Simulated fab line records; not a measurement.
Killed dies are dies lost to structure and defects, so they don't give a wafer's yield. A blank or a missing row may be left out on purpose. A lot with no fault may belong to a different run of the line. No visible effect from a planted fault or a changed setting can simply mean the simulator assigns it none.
fab line records ; flow gf180mcu ; part 2 of 2: steps 32 to 43 of 43
[record] lots = 5; wafers = 15; lastDay = 34
route steps=602 shown LVPWELL@59 MVSD@66 MVPSD@78 VT_IMPLANT@90
lots that met no fault: from a run of the same line without faults
startH: hours from the record's first day to the start of the lot's first wafer shown ; waitH: how many hours have passed since the lot's step before this one ; " the same as in the row above ; L1.1+2: a row that stands for several wafers ; - no value, or no start given ; * or withheld: withheld ; < > ~ a bound
route shown NAME@n: names a module that has steps shown in the file, with the first one's number in the route ; usual: mean/standard deviation of fault-free wafers ; same: alike in all rows ; chamber/n: place in a boat ; sites: per-site readings ; _std_site: how widely they spread, as a standard deviation ; _edge_site: outer sites' mean less inner sites' ; radiusMm: how far each site lies from the wafer's centre ; mask NAME#n: copy n ; behind: the tool/chamber that last shaped the wafer ; hold: why the lot went on hold/how many hours it stayed there/how the hold came to an end ; device: whichever transistor did not switch (one of n, p or np) ; end of line: at the end of the route, the tests of the same wafers ; step lacking rows: just its recipe ; killed: count of dies lost to structure and defects at first sort (not the wafer's yield) ; map: shows each die of a wafer: x if killed, . if not, _ if none is there
set.NAME: the setting the step ran with; set.NAME@STEP: the setting that earlier step ran with ; model.NAME: the simulator's own value behind a step, which no gauge read
lots at selected steps of the route; one table per step, one row per wafer
services: when a tool's chamber went out of use (startH, in hours from the record's first day, below 0 if earlier), for how many hours, and the reason
[[steps]]
[step GF_VT_IMPLANT_DEHYDRATE_00]
[recipe] tempC = 200; timeS = 60
lot.wafer;tool;chamber;startH;waitH
L077.1+3+4;lithoTrack-04;0;118.64;6.8
L079.3+4+6;lithoTrack-03;0;135.11;6.4
L080.1+3+5;lithoTrack-03;0;144.01;6.9
L083.1+2+5;lithoTrack-04;0;157.34;6.9
L095.1+4+6;lithoTrack-03;0;229.56;8.7
[step GF_VT_IMPLANT_HMDS_01]
[recipe] primeTimeS = 60; primeTempC = 120
lot.wafer;tool;chamber;startH;waitH
L077.1+3+4;lithoTrack-04;0;118.79;0.1
L079.3+4+6;lithoTrack-03;0;135.26;0.1
L080.1+3+5;lithoTrack-03;0;144.16;0.1
L083.1+2+5;lithoTrack-04;0;157.49;0.1
L095.1+4+6;lithoTrack-03;0;229.71;0.1
[step GF_VT_IMPLANT_COAT_02]
[recipe] resist = NOVOLAK; spinRpm = 3000; resistThkNm = 1000
lot.wafer;tool;chamber;startH;waitH
L077.1+3+4;lithoTrack-04;0;118.94;0.1
L079.3+4+6;lithoTrack-03;0;135.41;0.1
L080.1+3+5;lithoTrack-03;0;144.31;0.1
L083.1+2+5;lithoTrack-04;0;157.64;0.1
L095.1+4+6;lithoTrack-03;0;229.86;0.1
[step GF_VT_IMPLANT_SOFTBAKE_03]
[recipe] tempC = 90; timeS = 60; resist = NOVOLAK
lot.wafer;tool;chamber;startH;waitH
L077.1+3+4;lithoTrack-04;0;119.09;0.1
L079.3+4+6;lithoTrack-03;0;135.56;0.1
L080.1+3+5;lithoTrack-03;0;144.46;0.1
L083.1+2+5;lithoTrack-04;0;157.79;0.1
L095.1+4+6;lithoTrack-03;0;230.01;0.1
[step GF_VT_IMPLANT_EXPOSE_04]
[recipe] maskId = LVPWELL_LV_AREA; targetCdNm = 600; na = 0.6; sourceShape = conventional; sigmaOuter = 0.6; doseMj = 140
[usual] focusOffsetNm = -0.1/0.53
[same] sigmaOuter = 0.6
lot.wafer;tool;chamber;startH;waitH;mask;focusOffsetNm
L077.1;ilineStepper-01;0;-;-;LVPWELL_LV_AREA#0;0.0
L077.3;ilineStepper-01;0;-;-;LVPWELL_LV_AREA#0;0.6
L077.4;ilineStepper-01;0;-;-;LVPWELL_LV_AREA#0;-0.5
L079.3;ilineStepper-02;0;-;-;LVPWELL_LV_AREA#0;0.3
L079.4;ilineStepper-02;0;-;-;LVPWELL_LV_AREA#0;-1.1
L079.6;ilineStepper-02;0;-;-;LVPWELL_LV_AREA#0;-0.1
L080.1;ilineStepper-02;0;-;-;LVPWELL_LV_AREA#0;-0.6
L080.3;ilineStepper-02;0;-;-;LVPWELL_LV_AREA#0;0.2
L080.5;ilineStepper-02;0;-;-;LVPWELL_LV_AREA#0;0.0
L083.1;ilineStepper-02;0;-;-;LVPWELL_LV_AREA#0;0.1
L083.2;ilineStepper-02;0;-;-;LVPWELL_LV_AREA#0;0.4
L083.5;ilineStepper-02;0;-;-;LVPWELL_LV_AREA#0;0.5
L095.1;ilineStepper-02;0;-;-;LVPWELL_LV_AREA#0;-0.4
L095.4;ilineStepper-02;0;-;-;LVPWELL_LV_AREA#0;-0.6
L095.6;ilineStepper-02;0;-;-;LVPWELL_LV_AREA#0;-0.2
[step GF_VT_IMPLANT_PEB_05]
[recipe] tempC = withheld; timeS = *; resist = NOVOLAK
lot.wafer;tool;chamber;startH;waitH
L077.1+3+4;lithoTrack-03;0;-;-
L079.3+4+6;lithoTrack-03;0;-;-
L080.1+3+5;lithoTrack-04;0;-;-
L083.1+2+5;lithoTrack-03;0;-;-
L095.1+4+6;lithoTrack-03;0;-;-
[step GF_VT_IMPLANT_DEVELOP_06]
[recipe] developTimeS = 60; devTempC = 23
lot.wafer;tool;chamber;startH;waitH
L077.1+3+4;lithoTrack-03;0;126.06;0.1
L079.3+4+6;lithoTrack-03;0;142.96;0.1
L080.1+3+5;lithoTrack-04;0;152.34;0.1
L083.1+2+5;lithoTrack-03;0;165.76;0.1
L095.1+4+6;lithoTrack-03;0;238.11;0.1
[step GF_VT_IMPLANT_OVL_MEAS_07]
[usual] VT_IMPLANT_OVL = 1.3/1.3
lot.wafer;tool;chamber;startH;waitH;VT_IMPLANT_OVL[nm]
L077.1;overlay-01;-;126.21;0.1;0.9
L077.3;overlay-01;-;126.21;0.1;-0.8
L077.4;overlay-01;-;126.21;0.1;-0.3
L079.3;overlay-02;-;143.07;0.1;0.5
L079.4;overlay-02;-;143.07;0.1;-0.8
L079.6;overlay-02;-;143.07;0.1;-0.5
L080.1;overlay-01;-;152.49;0.1;0.8
L080.3;overlay-01;-;152.49;0.1;1.3
L080.5;overlay-01;-;152.49;0.1;1.6
L083.1;overlay-01;-;165.91;0.1;1.5
L083.2;overlay-01;-;165.91;0.1;2.1
L083.5;overlay-01;-;165.91;0.1;1.7
L095.1;overlay-02;-;238.26;0.1;1.4
L095.4;overlay-02;-;238.26;0.1;0.8
L095.6;overlay-02;-;238.26;0.1;3.0
[step GF_VT_IMPLANT_IMPLANT_08]
[recipe] species = BF2; energyKev = 20; doseCm2 = 8.29e+12; tiltDeg = 7
[usual] faradayCurrentUA = 46.7/0.92
[same] implantIonAmu = 49
lot.wafer;tool;chamber;startH;waitH;faradayCurrentUA
L077.1;implanter-04;0;126.25;0.0;49.2
L077.3;implanter-04;0;126.25;0.0;47.3
L077.4;implanter-04;0;126.25;0.0;47.8
L079.3;implanter-02;0;143.15;0.1;46.7
L079.4;implanter-02;0;143.15;0.1;45.4
L079.6;implanter-02;0;143.15;0.1;46.2
L080.1;implanter-02;0;152.53;0.0;46.4
L080.3;implanter-02;0;152.53;0.0;47.9
L080.5;implanter-02;0;152.53;0.0;47.6
L083.1;implanter-03;0;165.95;0.0;46.6
L083.2;implanter-03;0;165.95;0.0;47.2
L083.5;implanter-03;0;165.95;0.0;48.1
L095.1;implanter-03;0;238.30;0.0;46.1
L095.4;implanter-03;0;238.30;0.0;46.7
L095.6;implanter-03;0;238.30;0.0;46.2
[step GF_VT_IMPLANT_STRIP_09]
[recipe] chemistry = O2/N2; powerW = 1400; pressureMtorr = 1500; platenTempC = 250; o2FlowSccm = 3000; n2FlowSccm = 300; overashFraction = 0.5
[usual] drypumpMotorCurrentA = 5.98/0.29; heaterPowerW = 327/37; o2FlowSccm = 2999/9.5; oesProductAu = 0.716/0.0045; stripTimeToEndpointS = 12.617/0.03
lot.wafer;tool;chamber;startH;waitH;drypumpMotorCurrentA;heaterPowerW;o2FlowSccm;oesProductAu;rfHoursCounterH;stripTimeToEndpointS
L077.1;plasmaAsher-01;0;126.40;0.1;6.46;381;2997;0.721;47;12.665
L077.3;plasmaAsher-01;0;126.40;0.1;6.49;374;3001;0.718;-;12.611
L077.4;plasmaAsher-01;1;126.40;0.1;5.63;381;2991;0.722;-;12.630
L079.3;plasmaAsher-04;1;143.28;0.1;6.06;289;2999;0.713;-;12.583
L079.4;plasmaAsher-04;0;143.28;0.1;6.19;321;3000;0.708;-;12.575
L079.6;plasmaAsher-04;1;143.28;0.1;6.07;298;2996;0.711;-;12.598
L080.1;plasmaAsher-03;1;152.68;0.1;5.67;318;2992;0.714;4;12.590
L080.3;plasmaAsher-03;0;152.68;0.1;6.00;295;3015;0.715;-;12.573
L080.5;plasmaAsher-03;0;152.68;0.1;6.01;299;3001;0.719;-;12.563
L083.1;plasmaAsher-01;1;166.10;0.1;5.61;368;3026;0.719;51;12.583
L083.2;plasmaAsher-01;0;166.10;0.1;6.48;374;2986;0.721;51;12.585
L083.5;plasmaAsher-01;1;166.10;0.1;5.65;382;3022;0.715;-;12.648
L095.1;plasmaAsher-04;1;238.45;0.1;6.05;299;2997;0.709;58;12.606
L095.4;plasmaAsher-04;0;238.45;0.1;6.20;317;2986;0.713;-;12.610
L095.6;plasmaAsher-04;0;238.45;0.1;6.20;317;3000;0.709;-;12.607
[step GF_VT_IMPLANT_TW_MEAS_10]
[usual] VT_IMPLANT_TW = 560/4.1
lot.wafer;tool;chamber;startH;waitH;VT_IMPLANT_TW
L077.1;filmMetro-01;-;126.50;0.1;557
L077.3;filmMetro-01;-;126.50;0.1;555
L077.4;filmMetro-01;-;126.50;0.1;558
L079.3;filmMetro-01;-;143.37;0.1;560
L079.4;filmMetro-01;-;143.37;0.1;559
L079.6;filmMetro-01;-;143.37;0.1;558
L080.1;filmMetro-02;-;152.78;0.1;565
L080.3;filmMetro-02;-;152.78;0.1;567
L080.5;filmMetro-02;-;152.78;0.1;566
L083.1;filmMetro-01;-;166.20;0.1;565
L083.2;filmMetro-01;-;166.20;0.1;563
L083.5;filmMetro-01;-;166.20;0.1;564
L095.1;filmMetro-02;-;238.55;0.1;565
L095.4;filmMetro-02;-;238.55;0.1;566
L095.6;filmMetro-02;-;238.55;0.1;567
[step GF_VT_IMPLANT_DEHYDRATE_11]
[recipe] tempC = 200; timeS = 60
lot.wafer;tool;chamber;startH;waitH
L077.1+3+4;lithoTrack-04;0;133.14;6.6
L079.3+4+6;lithoTrack-02;0;150.52;7.1
L080.1+3+5;lithoTrack-04;0;159.64;6.9
L083.1+2+5;lithoTrack-04;0;173.54;7.3
L095.1+4+6;lithoTrack-03;0;247.61;9.1
[[services]]
tool;chamber;startH;hours;kind
lithoTrack-02;-;69.69;-;consumableReplace:filter
implanter-01;-;103.72;2.3;repair
plasmaAsher-03;-;108.75;9.0;pm
plasmaAsher-03;0;108.75;9.0;ventCycle
plasmaAsher-03;1;108.75;9.0;ventCycle
plasmaAsher-03;0;117.75;-;clean
plasmaAsher-03;1;117.75;-;clean
plasmaAsher-01;-;134.26;2.2;repair
ilineStepper-01;-;146.87;1.7;pm
implanter-04;-;159.20;4.7;repair
ilineStepper-02;-;166.68;1.7;pm
ilineStepper-02;0;185.76;-;calibration
plasmaAsher-02;-;196.48;1.6;repair
implanter-03;-;201.85;5.1;pm
plasmaAsher-03;-;207.96;2.9;repair
implanter-04;-;212.84;4.5;repair
plasmaAsher-02;-;215.95;24.5;repair
implanter-04;-;223.65;7.7;pm
plasmaAsher-04;-;224.76;3.8;repair
implanter-01;-;230.88;61.7;repair
implanter-04;-;231.36;3.3;pm
ilineStepper-01;0;241.14;-;calibration
plasmaAsher-04;-;243.71;2.8;pm
